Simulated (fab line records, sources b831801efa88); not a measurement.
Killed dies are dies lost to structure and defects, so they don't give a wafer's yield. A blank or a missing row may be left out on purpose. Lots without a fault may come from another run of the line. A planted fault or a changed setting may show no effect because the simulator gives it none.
fab line records | flow sky130
record lots=6 wafers=18 last_day=52
route steps=708 shown LDD_N@238
lots that met no fault: from a run of the same line without faults
start_h: hours from the record's first day to the start of the lot's first wafer shown | wait_h: hours since the lot's step before | " the same as in the row above | L1.1+2: a row that stands for several wafers | - no value, or no start given | * or withheld: withheld | < > ~ a bound
route shown NAME@n: a module of which the file shows steps, and the number in the route of the first | usual: mean/standard deviation of fault-free wafers | same: alike in all rows | chamber/n: place in a boat | sites: the reading at each site | _std_site: their standard deviation | _edge_site: outer sites' mean less inner sites' | radius_mm: how far each site lies from the wafer's centre | mask NAME#n: copy n | behind: the tool/chamber that last shaped the wafer | hold: why the lot was held/for how many hours/how that ended | device: the transistor (n, p or np) that didn't switch | end of line: the same wafers' tests at the end of the route | a step without rows: its recipe alone | killed: dies lost to structure and defects at the first sort, not the wafer's yield | map: a wafer's dies, x killed, . not, _ none there
set.NAME: the setting as run; set.NAME@STEP: as run at that earlier step | model.NAME: the simulator's own value behind a step, which no gauge read
lots at some steps of the route; a table a step, a row a wafer
services: from which hour (start_h, from the record's first day; less than 0 if before it) a tool's chamber was out of use, for how many hours, and why
## steps
# step SKY_LDD_N_HMDS_01
# recipe prime_time_s=60 prime_temp_c=120
# step SKY_LDD_N_COAT_02
# recipe resist=NOVOLAK spin_rpm=3000 resist_thk_nm=300
# step SKY_LDD_N_SOFTBAKE_03
# recipe temp_c=90 time_s=60 resist=NOVOLAK
# step SKY_LDD_N_EXPOSE_04
# recipe mask_id=NTM target_cd_nm=840 na=0.6 source_shape=conventional sigma_outer=0.6 dose_mj=110
# step SKY_LDD_N_PEB_05
# recipe temp_c=withheld time_s=* resist=NOVOLAK
# step SKY_LDD_N_DEVELOP_06
# recipe develop_time_s=60 dev_temp_c=23
# step SKY_LDD_N_OVL_MEAS_07
# usual LDD_N_OVL=-1.1/1.7
# columns lot.wafer tool chamber start_h wait_h LDD_N_OVL[nm]
L332.2 overlay-02 - 435.12 0.1 -1.9
L332.4 " - " " -0.3
L332.6 " - " " -0.5
L341.1 overlay-01 - 468.37 0.1 -2.3
L341.3 " - " " -3.5
L341.5 " - " " -1.6
L350.3 overlay-02 - 633.81 0.1 -1.8
L350.5 " - " " 0.3
L350.6 " - " " -1.0
L348.2 overlay-02 - 636.22 0.1 -2.2
L348.5 " - " " -2.7
L348.6 " - " " -3.2
L353.1 overlay-01 - 640.69 0.1 -2.3
L353.2 " - " " -5.3
L353.3 " - " " -1.4
L355.2 overlay-02 - 640.92 0.1 -1.0
L355.5 " - " " -0.4
L355.6 " - " " 0.3
# step SKY_LDD_N_IMPLANT_08
# recipe species=As energy_kev=20 dose_cm2=7.5e+13 tilt_deg=withheld rotation_deg=23
# step SKY_LDD_N_IMPLANT_09
# recipe species=As energy_kev=20 dose_cm2=7.5e+13 tilt_deg=withheld rotation_deg=113
# step SKY_LDD_N_IMPLANT_10
# recipe species=As energy_kev=20 dose_cm2=7.5e+13 tilt_deg=withheld rotation_deg=203
# step SKY_LDD_N_IMPLANT_11
# recipe species=As energy_kev=20 dose_cm2=7.5e+13 tilt_deg=withheld rotation_deg=293
# step SKY_LDD_N_IMPLANT_12
# recipe species=BF2 energy_kev=50 dose_cm2=5e+12 tilt_deg=30 rotation_deg=0
# step SKY_LDD_N_IMPLANT_13
# recipe species=BF2 energy_kev=50 dose_cm2=5e+12 tilt_deg=30 rotation_deg=90
# usual beam_energy_keV=50.002/0.015 beam_on_s=9.98/0.19 tilt_deg=29.998/0.022
# columns lot.wafer tool chamber start_h wait_h beam_energy_keV beam_on_s tilt_deg
L332.2 implanter-02 0 435.93 0.1 50.009 10.02 29.970
L332.4 " 0 " " 50.001 10.20 29.976
L332.6 " 0 " " 49.999 10.39 29.970
L341.1 implanter-03 0 469.15 0.1 50.030 10.13 30.053
L341.3 " 0 " " 50.041 9.96 30.038
L341.5 " 0 " " 50.010 10.14 30.031
L350.3 implanter-03 - 634.63 0.1 - - -
L350.5 " - " " - - -
L350.6 " - " " - - -
L348.2 implanter-03 - 637.03 0.1 - - -
L348.5 " - " " - - -
L348.6 " - " " - - -
L353.1 implanter-04 0 641.48 0.1 50.011 10.09 30.004
L353.2 " 0 " " 50.003 10.02 30.015
L353.3 " 0 " " 49.997 9.91 30.018
L355.2 implanter-02 0 641.73 0.1 50.008 10.19 29.994
L355.5 " 0 " " 49.977 9.86 30.014
L355.6 " 0 " " 49.984 10.20 29.987
# step SKY_LDD_N_IMPLANT_14
# recipe species=BF2 energy_kev=50 dose_cm2=5e+12 tilt_deg=30 rotation_deg=180
## services
# columns tool chamber start_h hours kind
implanter-03 - 439.63 10.0 pm
implanter-02 - 469.06 11.6 pm
implanter-02 - 484.91 4.0 repair
implanter-02 - 494.24 3.3 pm
implanter-02 - 516.79 7.7 pm
implanter-03 - 520.82 1.8 repair
implanter-04 - 532.37 3.0 repair
implanter-03 - 532.66 3.9 pm
implanter-02 - 548.49 1.2 repair
implanter-04 - 583.80 1.6 repair
implanter-03 - 599.84 0.6 repair
implanter-04 - 604.22 5.7 pm
## key
first_sign step=SKY_LDD_N_IMPLANT_13 reading=tool_record direction=missing
effect none on later readings
met_at SKY_LDD_N_IMPLANT_13
struck_wafers L348.2,L348.5,L348.6,L350.3,L350.5,L350.6
later_rows_left_out L348.2,L348.5,L348.6,L350.3,L350.5,L350.6
sort_left_out L348.2,L348.5,L348.6,L350.3,L350.5,L350.6
tester_left_out L348,L350
onset_between 469.15 634.63
fault kind=skipped_step_whole tool=implanter-03 chamber=- onset_h=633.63 steps=SKY_LDD_N_IMPLANT_13 scope=struck_lots_only
# tester_left_out: of these lots the tester's yield and bins aren't shown, on N5 and GAA mostly nor the transistor test; their killed dies are dies lost to structure and defects alone, not to doping, threshold or leakage, so they don't give the yield
# sort_left_out: the simulated sort isn't trusted on such a fault, so these wafers' sort isn't shown, and their yield isn't known
# later_rows_left_out: the simulator's readings of these wafers behind a module that went badly wrong aren't trusted and aren't shown, but for the sort
